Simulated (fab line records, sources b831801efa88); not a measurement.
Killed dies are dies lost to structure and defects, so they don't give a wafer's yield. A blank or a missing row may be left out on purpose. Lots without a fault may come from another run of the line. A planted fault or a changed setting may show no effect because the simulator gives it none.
A struck lot beside a sound one | flow sfq_line | 21 steps out of a route of 325
Sound: wafers L371.1, L371.2, L371.6. Struck: wafer L361.2. (L361.5, L361.6 of the same lot were not struck and are left out.) The cause comes at the end.
At each step with rows: each side's tool, then ch and its chambers, then its first start. Under that, the readings that differ: sound wafers | struck wafers | difference of the means | sigmas: that difference in standard deviations of wafers without a fault.
alike: readings whose means differ by less than 2 such deviations, and words and numbers that are the same on both sides. not compared: withheld readings, readings that some wafer has no value for, bounds like >300 that may hide the same value, and numbers for which the record gives no deviation and whose values overlap.
The two part at a step that has a row with sigmas, a row that says differs or no value, or rows on one side only. Numbers that don't overlap but have no deviation are shown without sigmas and don't part them. A reading that every wafer of one side lacks parts them only if that side has two wafers or more.

first, 3 steps without rows for these wafers: SFQ_TRILAYER_M3_LITHO_EXPOSE_076 (exposes mask M3, target cd 500 nm); SFQ_TRILAYER_M3_LITHO_PEB_078 (peb time 60 s); SFQ_TRILAYER_M3_LITHO_DEVELOP_077 (time 60 s).
SFQ_M3_OVL_MEAS_921:
  sound on overlay-02, day 50 10:24; struck on overlay-02, day 41 21:20
  alike: M3_OVL
SFQ_TRILAYER_M3_BARC_OPEN_METAL_ETCH_100: etches BARC in O2, target depth 125 nm, time 41.7 s.
  sound on rie_metal-01 ch 0,1, day 50 10:26; struck on rie_metal-03 ch 0, day 41 21:22
  alike: chamber_pressure_mTorr, drypump_motor_current_A, oes_product_au
  not compared: rf_hours_counter_h
then, 1 step without rows for these wafers: SFQ_TRILAYER_M3_ETCH_METAL_ETCH_078 (etches Nb in Cl2/Ar, stops on SiO2, target depth 240 nm, time 120 s).
SFQ_TRILAYER_M3_STRIP_STRIP_079: strips in O2.
  sound on rie_metal-01 ch 0,1, day 50 10:37; struck on rie_metal-03 ch 0, day 41 21:34
  alike: chamber_pressure_mTorr, drypump_motor_current_A, oes_product_au, platen_temp_c
  not compared: rf_hours_counter_h
then, 1 step without rows for these wafers: SFQ_TRILAYER_M3_STRIP_SOLV_CLEAN_080 (cleans in NMP, time 600 s).
SFQ_TRILAYER_I3_DEP_PECVD_081: deposits SiO2 from SiH4/N2O, time 111.11 s, target thk 500 nm.
  sound on pecvd-03 ch 0,1,2, day 50 11:24; struck on pecvd-02 ch 1, day 41 22:20
  reading            | sound     | struck | difference | sigmas
  heater_power_w (W) | 103 77 88 | 66     | -23        | -2
  alike: throttle_valve_pct
then, 1 step without rows for these wafers: SFQ_TRILAYER_I3_CMP_CMP_082 (polishes SiO2).
SFQ_I3_BOW_MEAS_922:
  sound on film_metro-02, day 50 14:34; struck on film_metro-02, day 42 01:26
  alike: I3_BOW
SFQ_TRILAYER_I3_METRO_MEASURE_083:
  sound on film_metro-02, day 50 14:41; struck on film_metro-02, day 42 01:44
  alike: thk_nm
SFQ_TRILAYER_I3_VIA_LITHO_COAT_090: resist thk 62 nm.
  sound on litho_track-04 ch 0, day 50 15:53; struck on litho_track-03 ch 0, day 42 02:47
  reading                                                  | sound             | struck | difference | sigmas
  model.BARC_of_TRILAYER_I3_VIA_LITHO_COAT_090.thk_nm (nm) | 62.27 62.28 62.19 | 59.47  | -2.78      |
  alike: exhaust_pa
then, 5 steps without rows for these wafers: SFQ_TRILAYER_I3_VIA_LITHO_COAT_085 (resist thk 650 nm); SFQ_TRILAYER_I3_VIA_LITHO_SOFTBAKE_089; SFQ_TRILAYER_I3_VIA_LITHO_EXPOSE_086 (exposes mask I3, target cd 500 nm); SFQ_TRILAYER_I3_VIA_LITHO_PEB_088 (peb time 60 s); SFQ_TRILAYER_I3_VIA_LITHO_DEVELOP_087 (time 60 s).
-- the record jumps here: 6 days lie between the struck wafers' starts before and after --
SFQ_I3_OVL_MEAS_923:
  sound on overlay-01, day 55 23:35; struck on overlay-01, day 47 18:16
  alike: I3_OVL
SFQ_TRILAYER_I3_VIA_BARC_OPEN_VIA_ETCH_121: etches BARC in O2, target depth 125 nm, time 41.7 s.
  sound on rie_diel-03 ch 0,3, day 55 23:37; struck on rie_diel-03 ch 2, day 47 18:17
  reading                     | sound             | struck | difference | sigmas
  drypump_motor_current_A (A) | 5.7 4.9 5.7       | 6.3    | +0.9       | +2
  oes_product_au (a.u.)       | 0.693 0.693 0.686 | 0.663  | -0.028     | -6
  model.etch.depth_nm (nm)    | 62.27 62.28 62.19 | 59.47  | -2.78      |
  alike: chamber_pressure_mTorr
  not compared: rf_hours_counter_h
SFQ_TRILAYER_I3_VIA_ETCH_VIA_ETCH_088: etches SiO2 in CHF3, stops on Nb, target depth 260 nm.
  sound on rie_diel-03 ch 0,3, day 55 23:39; struck on rie_diel-03 ch 2, day 47 18:20
  reading                     | sound       | struck | difference | sigmas
  drypump_motor_current_A (A) | 5.7 4.9 5.7 | 6.3    | +0.9       | +2
  alike: chamber_pressure_mTorr, oes_product_au

WHERE THEY PART
First at SFQ_TRILAYER_I3_DEP_PECVD_081; last, within this record, at SFQ_TRILAYER_I3_VIA_ETCH_VIA_ETCH_088.

WHY: what the simulator had put in
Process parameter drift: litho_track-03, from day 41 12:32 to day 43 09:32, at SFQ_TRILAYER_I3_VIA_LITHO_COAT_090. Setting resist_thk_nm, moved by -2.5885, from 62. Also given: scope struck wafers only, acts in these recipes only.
